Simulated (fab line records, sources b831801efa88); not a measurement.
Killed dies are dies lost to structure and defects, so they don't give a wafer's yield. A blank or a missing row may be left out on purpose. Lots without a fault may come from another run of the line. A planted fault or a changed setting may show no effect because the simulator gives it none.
Which tool did it? | flow sky130 | 11 lots, 33 wafers sampled, at 4 steps of a route of 708

WHAT THE GAUGES READ, wafer by wafer
SKY_VIA4_RS_MEAS_19: measures by four-point-probe. Usual: VIA4_W_RS 0.2254 ohm/sq, standard deviation 0.0023.
lot  | measured     | on            | VIA4_W_RS (ohm/sq)   | flag
L695 | day 42 21:23 | film_metro-03 | 0.2240 0.2262 0.2274 |
L696 | day 42 21:37 | film_metro-01 | 0.2226 0.2251 0.2221 |
L697 | day 43 05:12 | film_metro-01 | 0.2307 0.2266 0.2280 |
L698 | day 44 00:25 | film_metro-03 | 0.2232 0.2226 0.2239 |
L699 | day 44 15:28 | film_metro-03 | 0.2206 0.2219 0.2206 |
L703 | day 45 12:55 | film_metro-01 | 0.2268 0.2260 0.2227 |
L708 | day 46 15:54 | film_metro-01 | 0.2297 0.2270 0.2287 |
L710 | day 46 21:08 | film_metro-01 | 0.2287 0.2253 0.2254 |
L711 | day 46 23:46 | film_metro-01 | 0.2266 0.2301 0.2247 |
L712 | day 47 11:13 | film_metro-02 | 0.2243 0.2261 0.2260 |
L715 | day 48 04:17 | film_metro-02 | 0.2237 0.2267 0.2261 |

WHICH TOOL RAN EACH LOT (tool, then ch and the chambers of the sampled wafers, then the start)
lot  | SKY_METAL4_SPUTTER_03        | SKY_METAL4_ETCH_16                | SKY_METAL4_STRIP_19
L695 | pvd_sputter-01, day 39 18:47 | rie_metal-02 ch 0,1, day 41 19:53 | plasma_asher-04 ch 0,1, day 41 20:10
L696 | pvd_sputter-01, day 39 19:08 | rie_metal-04 ch 0,1, day 41 20:04 | plasma_asher-01 ch 0,1, day 41 20:22
L697 | pvd_sputter-03, day 40 04:35 | rie_metal-02 ch 1, day 42 03:53   | plasma_asher-01 ch 0,1, day 42 04:10
L698 | pvd_sputter-01, day 41 00:00 | rie_metal-02 ch 0,1, day 42 23:05 | plasma_asher-02 ch 1, day 42 23:22
L699 | pvd_sputter-01, day 41 15:29 | rie_metal-02 ch 0,1, day 43 15:02 | plasma_asher-02 ch 0,1, day 43 15:19
L703 | pvd_sputter-02, day 42 15:53 | rie_metal-04 ch 1, day 44 13:16   | plasma_asher-04 ch 0,1, day 44 13:39
L708 | pvd_sputter-01, day 43 19:29 | rie_metal-04 ch 0,1, day 45 16:12 | plasma_asher-01 ch 0,1, day 45 16:29
L710 | pvd_sputter-01, day 44 02:40 | rie_metal-02 ch 1, day 45 23:14   | plasma_asher-02 ch 1, day 45 23:31
L711 | pvd_sputter-03, day 44 07:44 | rie_metal-04 ch 0,1, day 46 01:54 | plasma_asher-01 ch 0,1, day 46 02:11
L712 | pvd_sputter-02, day 44 17:04 | rie_metal-02 ch 0,1, day 46 12:55 | plasma_asher-01 ch 0,1, day 46 13:13
L715 | pvd_sputter-03, day 45 11:52 | rie_metal-01 ch 0,1, day 47 07:08 | plasma_asher-01 ch 1, day 47 07:25
- SKY_METAL4_SPUTTER_03: material Ti, target thk 5 nm, time 3.3 s.
- SKY_METAL4_ETCH_16: etches BARC in N2/H2, stops on SiO2, time 88.2 s, target depth 60 nm.
- SKY_METAL4_STRIP_19: strips in O2/N2.

WHAT THE TOOLS THEMSELVES READ (means of the sampled wafers that have a number; where no wafer has one, the mark that the record gives instead)
SKY_METAL4_SPUTTER_03. Usual: cathode_dc_power_W 3000.0 W, standard deviation 0.55; throttle_valve_pct 30.1 %, standard deviation 0.92.
lot  | tool           | cathode_dc_power_W (W) | throttle_valve_pct (%) | flag
L695 | pvd_sputter-01 | 2999.7                 | 30.8                   |
L696 | pvd_sputter-01 | 2999.6                 | 30.2                   |
L697 | pvd_sputter-03 | 2999.5                 | 30.0                   |
L698 | pvd_sputter-01 | 3000.0                 | 30.3                   |
L699 | pvd_sputter-01 | 3000.1                 | 30.4                   |
L703 | pvd_sputter-02 | 2999.9                 | 29.5                   |
L708 | pvd_sputter-01 | 2999.7                 | 30.7                   |
L710 | pvd_sputter-01 | 2999.9                 | 30.8                   |
L711 | pvd_sputter-03 | 2999.8                 | 29.9                   |
L712 | pvd_sputter-02 | 2999.8                 | 30.2                   |
L715 | pvd_sputter-03 | 3000.2                 | 31.1                   |

SKY_METAL4_ETCH_16. Usual: drypump_motor_current_A 5.6 A, standard deviation 0.42; h2_flow_sccm 200.1 sccm, standard deviation 0.6; oes_product_au 0.626 a.u., standard deviation 0.0042; throttle_valve_pct 13.204 %, standard deviation 0.0081.
lot  | tool         | drypump_motor_current_A (A) | h2_flow_sccm (sccm) | oes_product_au (a.u.) | throttle_valve_pct (%) | flag
L695 | rie_metal-02 | 5.9                         | 200.3               | 0.623                 | 13.200                 |
L696 | rie_metal-04 | 5.4                         | 200.1               | 0.631                 | 13.206                 |
L697 | rie_metal-02 | 5.9                         | 200.8               | 0.624                 | 13.209                 |
L698 | rie_metal-02 | 5.9                         | 200.2               | 0.626                 | 13.202                 |
L699 | rie_metal-02 | 5.8                         | 199.7               | 0.628                 | 13.214                 |
L703 | rie_metal-04 | 5.8                         | 199.8               | 0.622                 | 13.199                 |
L708 | rie_metal-04 | 5.6                         | 199.7               | 0.625                 | 13.198                 |
L710 | rie_metal-02 | 5.9                         | 200.5               | 0.626                 | 13.208                 |
L711 | rie_metal-04 | 5.4                         | 199.8               | 0.628                 | 13.200                 |
L712 | rie_metal-02 | 5.9                         | 199.7               | 0.629                 | 13.207                 |
L715 | rie_metal-01 | 5.5                         | 200.8               | 0.626                 | 13.212                 |

SKY_METAL4_STRIP_19. Usual: drypump_motor_current_A 5.6 A, standard deviation 0.33; oes_product_au 0.504 a.u., standard deviation 0.0059; strip_time_to_endpoint_s 6.58 s, standard deviation 0.081.
lot  | tool            | drypump_motor_current_A (A) | oes_product_au (a.u.) | strip_time_to_endpoint_s (s) | flag
L695 | plasma_asher-04 | 5.4                         | 0.505                 | 6.55                         |
L696 | plasma_asher-01 | 5.3                         | 0.504                 | 6.67                         |
L697 | plasma_asher-01 | 5.3                         | 0.502                 | 6.57                         |
L698 | plasma_asher-02 | 6.1                         | 0.506                 | 6.65                         |
L699 | plasma_asher-02 | 6.1                         | 0.506                 | 6.56                         |
L703 | plasma_asher-04 | 5.5                         | 0.500                 | 6.51                         |
L708 | plasma_asher-01 | 5.3                         | 0.511                 | 6.70                         |
L710 | plasma_asher-02 | 6.1                         | 0.504                 | 6.56                         |
L711 | plasma_asher-01 | 5.3                         | 0.507                 | 6.56                         |
L712 | plasma_asher-01 | 5.3                         | 0.501                 | 6.52                         |
L715 | plasma_asher-01 | 5.2                         | 0.506                 | 6.61                         |

THE ANSWER, worked out from the rows above alone
Rule: a lot is off if the mean of its wafers that have a number lies more than 3 standard deviations from the usual mean. A lot without any number at a reading at which 4 lots or more have one is off too. The other lots that the step has rows for count as sound. The gauges are gone through in route order, then the tools' own readings, and for those a lot's mean is taken as printed above. The first step at which some lot is off is used, and at that step the reading that is off furthest; a lot without a number counts as furthest.
No lot is off at any reading shown: from this, nothing can be told.

WHAT THE SIMULATOR HAD PUT IN
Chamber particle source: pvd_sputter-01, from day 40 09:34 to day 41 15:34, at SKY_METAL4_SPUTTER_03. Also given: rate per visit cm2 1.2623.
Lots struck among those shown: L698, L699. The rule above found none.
